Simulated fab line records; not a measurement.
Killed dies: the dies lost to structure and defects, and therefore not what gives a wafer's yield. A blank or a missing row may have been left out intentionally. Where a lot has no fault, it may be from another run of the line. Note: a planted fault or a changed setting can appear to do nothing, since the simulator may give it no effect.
Which tool was responsible? ; flow sky130 ; 45 wafers from 15 lots sampled at 2 of the route's 708 steps

## WHAT THE GAUGES READ, wafer by wafer
SKY_VIA1_OVL_MEAS_13. Usual: for VIA1_OVL the level is 4 nm and the standard deviation is 5.1.
lot;measured;on;VIA1_OVL (nm);flag
L638;day 33 20:34;overlay-01;9 1 3;
L640;day 34 12:11;overlay-02;-1 -1 1;
L641;day 34 23:30;overlay-01;8 13 10;
L642;day 35 11:26;overlay-02;6 0 6;
L645;day 36 08:37;overlay-02;1 5 6;
L647;day 37 07:43;overlay-02;9 -5 -3;
L648;day 37 11:42;overlay-01;4 2 0;
L649;day 37 18:57;overlay-01;8 6 8;
L650;day 38 00:36;overlay-01;11 6 10;
L651;day 38 07:43;overlay-01;-2 -2 5;
L656;day 39 19:58;overlay-01;7 4 4;
L657;day 40 06:26;overlay-01;-2 4 7;
L658;day 40 13:46;overlay-02;6 11 5;
L659;day 40 17:01;overlay-01;5 10 5;
L660;day 40 22:10;overlay-02;10 10 9;

SKY_METAL2_RS_MEAS_05: the measuring method here is four-point-probe. Usual: for METAL2_ALCU_RS the level is 0.1273 ohm/sq and the standard deviation is 0.0015.
lot;measured;on;METAL2_ALCU_RS (ohm/sq);flag
L638;day 33 22:09;film_metro-04;0.1286 0.1281 0.1290;
L640;day 34 13:41;film_metro-03;0.1265 0.1267 0.1265;
L641;day 35 01:02;film_metro-04;0.1267 0.1260 0.1255;
L642;day 35 13:03;film_metro-04;0.1276 0.1281 0.1281;
L645;day 36 10:08;film_metro-02;0.1283 0.1272 0.1283;
L647;day 37 09:13;film_metro-03;0.1270 0.1276 0.1276;
L648;day 37 13:16;film_metro-04;0.1275 0.1273 0.1284;
L649;day 37 20:29;film_metro-04;0.1285 0.1284 0.1276;
L650;day 38 02:06;film_metro-02;0.1272 0.1280 0.1272;
L651;day 38 09:15;film_metro-04;0.1257 0.1252 0.1251;
L656;day 39 21:41;film_metro-04;0.1280 0.1279 0.1284;
L657;day 40 07:56;film_metro-04;0.1285 0.1286 0.1287;
L658;day 40 15:20;film_metro-04;0.1300 0.1291 0.1291;
L659;day 40 18:30;film_metro-02;0.1257 0.1265 0.1257;
L660;day 40 23:49;film_metro-03;0.1263 0.1282 0.1282;

## EACH LOT AND THE TOOL THAT RAN IT (in order: tool; ch and the chambers of the sampled wafers; start)
No process step before these readings appears in the record.

## WHAT THE TOOLS THEMSELVES READ (means of the sampled wafers that have a number; where no wafer has one, the mark that the record gives instead)
The record holds no such reading with a usual standard deviation.

## THE ANSWER, worked out from the rows above alone
Rule: lot off if the mean of its wafers having a number is beyond 3 standard deviations from the usual mean. A lot without any number at a reading at which 4 lots or more have one is off too. Where the step has rows for the other lots, those lots are counted as sound. First the gauges in route order, then the tools' own readings, where a lot's mean is used as printed above. The first step at which some lot is off is used, and at that step the reading that is off furthest; a lot without a number counts as furthest.
Across all readings shown, no lot is off: no conclusion can be drawn from this.

## WHAT THE SIMULATOR PUT IN
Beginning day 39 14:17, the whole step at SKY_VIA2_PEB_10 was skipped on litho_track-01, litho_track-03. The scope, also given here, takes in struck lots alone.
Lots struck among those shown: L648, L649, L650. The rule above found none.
